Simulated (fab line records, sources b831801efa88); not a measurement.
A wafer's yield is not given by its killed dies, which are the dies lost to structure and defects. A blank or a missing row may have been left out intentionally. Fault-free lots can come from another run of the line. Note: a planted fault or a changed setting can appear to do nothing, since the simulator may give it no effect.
Struck lot and sound lot, side by side -- flow sky130 -- 25 steps out of a route of 708
Sound: wafers L278.4, L278.5, L278.6. Wafers struck: L275.2, L275.3, L275.5. At the end, the cause is stated.
Each step with rows lists, per side, the tool, then ch with its chambers, then its first start. Under that, the readings that differ: sound wafers -- struck wafers -- difference of the means -- sigmas: that difference in standard deviations of wafers without a fault.
alike: words and numbers the same on both sides, and readings whose means are apart by under 2 such deviations; not compared: readings that were withheld, readings missing a value for some wafer, numbers with overlapping values and no deviation given by the record, and bounds like >300 which may hide the same value.
A row with sigmas, a row that says differs or no value, or rows on one side alone: a step with any of these is where the two part. When numbers do not overlap yet have no deviation, they are printed without sigmas and do not part them. A reading missing from all wafers of one side parts the sides only when that side holds two or more wafers.

first, 4 steps without rows for these wafers: SKY_RES_PROTECT_EXPOSE_04 (exposes mask RPM, target cd 1270 nm); SKY_RES_PROTECT_PEB_05; SKY_RES_PROTECT_DEVELOP_06 (develop time 60 s); SKY_POLY_GATE_IMPLANT_02.
SKY_RES_PROTECT_STRIP_07: strips in O2/N2.
  sound on plasma-asher-04 ch 0,1, day 19 03:33; struck on plasma-asher-01 ch 0, day 18 09:52
  alike: chamber-pressure-mTorr, drypump-motor-current-A, oes-product-au, strip-time-to-endpoint-s
  not compared: rf-hours-counter-h
SKY_RES_PROTECT_TW_MEAS_08:
  sound on film-metro-03, day 19 03:39; struck on film-metro-01, day 18 09:59
  alike: POLY_GATE_TW
then, 2 steps without rows for these wafers: SKY_RES_PROTECT_CLEAN_09 (cleans in SC1/SC2, time 150 s); SKY_POLY_GATE_CVD_03 (deposits Si3N4 from DCS/NH3, target thk 75 nm, time 1290 s).
SKY_POLY_GATE_THK_MEAS_04:
  sound on film-metro-02, day 19 06:26; struck on film-metro-04, day 18 15:28
  alike: POLY_GATE_CVD_03_THK
then, 3 steps without rows for these wafers: SKY_POLY_GATE_DEHYDRATE_05 (time 60 s); SKY_POLY_GATE_HMDS_06 (prime time 60 s); SKY_POLY_GATE_COAT_07 (resist thk 110 nm).
SKY_POLY_GATE_COAT_08: resist thk 450 nm.
  sound on litho-track-02 ch 0, day 19 20:00; struck on litho-track-03 ch 0, day 19 07:00
reading,sound,struck,difference,sigmas
spin-speed-rpm (rpm),3001.2 3000.1 3000.1,3761.4 3758.2 3759.1,+759.1,+99 or more
model.KrF-thick_of_POLY_GATE_COAT_08.thk-nm (nm),448.9 448.3 450.2,402.3 403.3 402.9,-46.3,
  alike: chill-plate-temp-C
then, 4 steps without rows for these wafers: SKY_POLY_GATE_SOFTBAKE_09 (time 90 s); SKY_POLY_GATE_EXPOSE_10 (exposes mask P1M, target cd 150 nm); SKY_POLY_GATE_PEB_11; SKY_POLY_GATE_DEVELOP_12 (develop time 60 s).
SKY_POLY_GATE_CD_MEAS_13: the cd target is 150 nm.
  sound on cd-sem-01, day 20 13:26; struck on cd-sem-01, day 19 22:11
  alike: cd-nm
SKY_POLY_GATE_OVL_MEAS_14:
  sound on overlay-02, day 20 13:31; struck on overlay-01, day 19 22:17
  alike: POLY_GATE_OVL
SKY_POLY_GATE_ETCH_15: etches BARC in N2/H2, stops on SiO2, time 118.5 s, target depth 110 nm.
  sound on rie-diel-02 ch 0,3, day 20 13:32; struck on rie-diel-01 ch 0,1,3, day 19 22:19
  alike: chamber-pressure-mTorr, drypump-motor-current-A, oes-product-au, throttle-valve-pct
  not compared: rf-hours-counter-h
SKY_POLY_GATE_ETCH_16: etches Si3N4 in CH3F/O2, stops on poly-Si, time 147.5 s, target depth 75 nm.
  sound on rie-diel-02 ch 0,3, day 20 13:37; struck on rie-diel-01 ch 0,1,3, day 19 22:24
  alike: chamber-pressure-mTorr, drypump-motor-current-A, oes-product-au, throttle-valve-pct
  not compared: rf-hours-counter-h
SKY_POLY_GATE_ETCH_17: etches poly-Si in HBr/Cl2, stops on SiO2, target depth 180 nm, time 70.5 s.
  sound on rie-si-02 ch 0,1,3, day 20 13:43; struck on rie-si-02 ch 1,3, day 19 22:30
reading,sound,struck,difference,sigmas
model.KrF-thick_of_POLY_GATE_COAT_08.thk-nm (nm),144.6 140 143,91.37 89.52 87.83,-52.96,
  alike: chamber-pressure-mTorr, drypump-motor-current-A, oes-product-au, throttle-valve-pct
  not compared: rf-hours-counter-h
SKY_POLY_GATE_STRIP_18: strips in O2/N2.
  sound on plasma-asher-03 ch 0,1, day 20 13:48; struck on plasma-asher-04 ch 1, day 19 22:34
reading,sound,struck,difference,sigmas
drypump-motor-current-A (A),5.69 5.42 5.66,6.17 6.19 6.17,+0.59,+2
oes-product-au (a.u.),0.358 0.360 0.366,0.332 0.330 0.339,-0.028,-5
strip-time-to-endpoint-s (s),3.12 3.07 3.11,2.56 2.54 2.51,-0.56,-11
  alike: chamber-pressure-mTorr
  not compared: rf-hours-counter-h
then, 1 step without rows for these wafers: SKY_POLY_GATE_CLEAN_19 (cleans in SC1/SC2, time 150 s).
-- the record jumps here: 28 days lie between the struck wafers' starts before and after (it left off in module POLY_GATE and takes up again in module PAD_OPEN, whose first step shown is number 708 of the route) --
SKY_PAD_OPEN_PROBE_99:
  sound on prober-01, day 48 15:47; struck on prober-02, day 48 09:34
  alike: killed_at_M0_to_M3, killed_at_M4_up, killed-at-contacts, killed-at-front-end, killed-at-other, killed-dies, killed-open, killed-short

## WHERE THEY PART
At SKY_POLY_GATE_COAT_08 first; at SKY_POLY_GATE_STRIP_18 last (within this record only). Later steps at which nothing parts them and some readings are alike: SKY_PAD_OPEN_PROBE_99.

WHY: whatever the simulator had introduced
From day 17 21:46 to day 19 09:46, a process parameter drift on litho-track-03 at SKY_POLY_GATE_COAT_08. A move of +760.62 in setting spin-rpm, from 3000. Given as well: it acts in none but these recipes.
